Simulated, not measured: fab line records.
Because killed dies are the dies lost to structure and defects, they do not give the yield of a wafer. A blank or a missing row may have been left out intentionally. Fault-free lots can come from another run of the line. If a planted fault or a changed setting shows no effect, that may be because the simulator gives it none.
The tool behind it: which one? + flow gf180mcu + 6 lots with 18 wafers sampled at 3 steps, on a route of 602 steps

## WHAT THE GAUGES SHOWED, per wafer
GF_MIM_THK_MEAS_06.
| lot  | measured     | on            | MIM_CVD_05_THK (nm)           |
|------|--------------|---------------|-------------------------------|
| L258 | day 25 01:34 | film_metro-02 | 41.0 41.7 41.5                |
| L260 | day 26 00:14 | film_metro-04 | 41.1 41.4 41.5                |
| L263 | day 27 02:42 | film_metro-03 | 41.0 41.4 41.6                |
| L269 | day 28 19:13 | film_metro-04 | 55.0 41.6 42.5 55.0 41.6 42.5 |
| L273 | day 29 19:08 | film_metro-03 | 41.4 42.0 42.7                |
| L279 | day 31 11:37 | film_metro-04 | 41.4 42.3 42.2                |

## TOOL THAT RAN EACH LOT (tool first, then ch and the chambers of the sampled wafers, then the start)
| lot  | GF_V4_CMP_26                  | GF_MIM_CVD_05                   |
|------|-------------------------------|---------------------------------|
| L258 | cmp-01 ch 0,1, day 25 00:59   | pecvd-02 ch 1,2, day 25 01:31   |
| L260 | cmp-01 ch 0,2,3, day 25 23:38 | pecvd-01 ch 0,1,2, day 26 00:09 |
| L263 | cmp-01 ch 2,3, day 27 02:08   | pecvd-02 ch 0,1,2, day 27 02:39 |
| L269 | cmp-02 ch 1,2,3, day 28 18:42 | pecvd-03 ch 1,2, day 28 19:10   |
| L273 | cmp-01 ch 1,2, day 29 18:35   | pecvd-01 ch 0,1, day 29 19:06   |
| L279 | cmp-02 ch 1,2,3, day 31 11:12 | pecvd-01 ch 0,1,2, day 31 11:34 |
- GF_V4_CMP_26: polishes, stops on SiO2, t overpolish 15 s, target thk 0 nm.
- GF_MIM_CVD_05: deposits Si3N4, target thk 42 nm, time 29.086 s.

## THE ANSWER, worked out from the rows above alone
Rule: the lots themselves supply what counts as usual. The widest of any qualifying gaps counts: lots, ordered by their means at a reading, are off when they make up no more than a third of the lots, leave a main group of 4 or more, and stand apart from it by 3 or more times the standard deviation of that group's means. Not used: any main group whose means are identical at the precision the tables above print for the reading. Also off: a lot with no number at a reading for which 4 or more lots have one. All remaining lots with rows at the step are treated as sound.
Off: at GF_MIM_THK_MEAS_06 (MIM_CVD_05_THK), L269. Mean 41.6 nm and standard deviation 0.32 in the main group.
If a tool, at a process step before that reading, ran all the lots that are off and no sound lot after the first of them, it fits. Gauges at GF_MIM_THK_MEAS_06: tried the same way as those tools. One candidate fits, namely pecvd-03 at GF_MIM_CVD_05. It ran no sound lot before its first lot that is off in this sample, so the start can't be narrowed down.

## WHAT WAS PUT IN BY THE SIMULATOR
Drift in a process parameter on pecvd-03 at GF_MIM_CVD_05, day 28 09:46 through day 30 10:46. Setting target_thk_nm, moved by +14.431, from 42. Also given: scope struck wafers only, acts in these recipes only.
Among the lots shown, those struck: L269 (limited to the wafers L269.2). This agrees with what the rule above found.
